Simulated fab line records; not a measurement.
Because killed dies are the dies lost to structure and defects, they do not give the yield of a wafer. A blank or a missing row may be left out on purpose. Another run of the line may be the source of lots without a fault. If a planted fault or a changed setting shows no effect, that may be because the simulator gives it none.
Chamber matching / flow sky130 / rie diel-04 running SKY_FIELD_ISO_ETCH_15: 4 sister chambers
The step etches the open film in CHF3/O2, stops on Si, target depth 180 nm, time 72 s. 18 wafers are shown with their chamber, then 9 later ones without.

## WAFERS PAIRED WITH THEIR CHAMBERS
wafer=L078.1; chamber=1; drypump motor current A (A)=6.2; oes product au (a.u.)=0.945; throttle valve pct (%)=8.856
wafer=L078.2; chamber=2; drypump motor current A (A)=5.7; oes product au (a.u.)=0.952; throttle valve pct (%)=8.841
wafer=L078.3; chamber=3; drypump motor current A (A)=6.6; oes product au (a.u.)=0.952; throttle valve pct (%)=8.848
wafer=L078.4; chamber=0; drypump motor current A (A)=6.4; oes product au (a.u.)=0.946; throttle valve pct (%)=8.830
wafer=L078.5; chamber=3; drypump motor current A (A)=6.5; oes product au (a.u.)=0.948; throttle valve pct (%)=8.856
wafer=L078.6; chamber=2; drypump motor current A (A)=5.7; oes product au (a.u.)=0.949; throttle valve pct (%)=8.861
wafer=L082.1; chamber=0; drypump motor current A (A)=6.5; oes product au (a.u.)=0.940; throttle valve pct (%)=8.848
wafer=L082.5; chamber=3; drypump motor current A (A)=6.6; oes product au (a.u.)=0.951; throttle valve pct (%)=8.858
wafer=L082.6; chamber=2; drypump motor current A (A)=5.7; oes product au (a.u.)=0.959; throttle valve pct (%)=8.850
wafer=L088.1; chamber=3; drypump motor current A (A)=6.6; oes product au (a.u.)=0.946; throttle valve pct (%)=8.850
wafer=L088.2; chamber=2; drypump motor current A (A)=5.7; oes product au (a.u.)=0.940; throttle valve pct (%)=8.846
wafer=L088.3; chamber=1; drypump motor current A (A)=6.2; oes product au (a.u.)=0.943; throttle valve pct (%)=8.833
wafer=L088.4; chamber=0; drypump motor current A (A)=6.4; oes product au (a.u.)=0.939; throttle valve pct (%)=8.836
wafer=L088.5; chamber=1; drypump motor current A (A)=6.2; oes product au (a.u.)=0.936; throttle valve pct (%)=8.829
wafer=L088.6; chamber=2; drypump motor current A (A)=5.7; oes product au (a.u.)=0.950; throttle valve pct (%)=8.848
wafer=L090.1; chamber=3; drypump motor current A (A)=6.6; oes product au (a.u.)=0.949; throttle valve pct (%)=8.826
wafer=L090.2; chamber=2; drypump motor current A (A)=5.7; oes product au (a.u.)=0.953; throttle valve pct (%)=8.829
wafer=L090.5; chamber=2; drypump motor current A (A)=5.7; oes product au (a.u.)=0.947; throttle valve pct (%)=8.845

SIGNATURES (averages over the wafers above)
reading=drypump motor current A; chamber 0=6.433; chamber 1=6.200; chamber 2=5.700; chamber 3=6.580; scatter within a chamber=0.0324
reading=oes product au; chamber 0=0.94167; chamber 1=0.94133; chamber 2=0.95000; chamber 3=0.94920; scatter within a chamber=0.00463
reading=throttle valve pct; chamber 0=8.83800; chamber 1=8.83933; chamber 2=8.84571; chamber 3=8.84760; scatter within a chamber=0.0113
Rule: for each reading, subtract the chamber's mean from the wafer's reading, divide by that reading's scatter and square the result; add these up over the readings and take the root, which gives the wafer's distance from the chamber. If the next closest chamber is less than 2 further off than the closest, the wafer can't be placed; otherwise it belongs to the closest. How the scatter is found: for the shown wafers, subtract from each reading the mean of its chamber, square and add these, divide the total by (wafers less chambers), then take the root.

## WAFERS WITHOUT THEIR CHAMBER
wafer=L093.1; drypump motor current A (A)=6.4; oes product au (a.u.)=0.952; throttle valve pct (%)=8.847
wafer=L093.2; drypump motor current A (A)=6.6; oes product au (a.u.)=0.950; throttle valve pct (%)=8.861
wafer=L093.3; drypump motor current A (A)=5.7; oes product au (a.u.)=0.949; throttle valve pct (%)=8.842
wafer=L093.4; drypump motor current A (A)=6.2; oes product au (a.u.)=0.946; throttle valve pct (%)=8.849
wafer=L093.5; drypump motor current A (A)=6.2; oes product au (a.u.)=0.949; throttle valve pct (%)=8.842
wafer=L093.6; drypump motor current A (A)=5.7; oes product au (a.u.)=0.944; throttle valve pct (%)=8.823
wafer=L097.2; drypump motor current A (A)=6.5; oes product au (a.u.)=0.948; throttle valve pct (%)=8.857
wafer=L097.3; drypump motor current A (A)=5.7; oes product au (a.u.)=0.947; throttle valve pct (%)=8.846
wafer=L097.5; drypump motor current A (A)=6.2; oes product au (a.u.)=0.935; throttle valve pct (%)=8.830

## WHICH CHAMBER EACH WENT THROUGH
wafer=L093.1; from the rows above=0; in truth=0
wafer=L093.2; from the rows above=3; in truth=3
wafer=L093.3; from the rows above=2; in truth=2
wafer=L093.4; from the rows above=1; in truth=1
wafer=L093.5; from the rows above=1; in truth=1
wafer=L093.6; from the rows above=2; in truth=2
wafer=L097.2; from the rows above=can't be placed: 3 or 0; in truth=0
wafer=L097.3; from the rows above=2; in truth=2
wafer=L097.5; from the rows above=1; in truth=1
Correctly placed: 8 of 9. Cannot be placed on the basis of these rows: 1; the candidates contain the true chamber in 1. 0 placed wrongly.
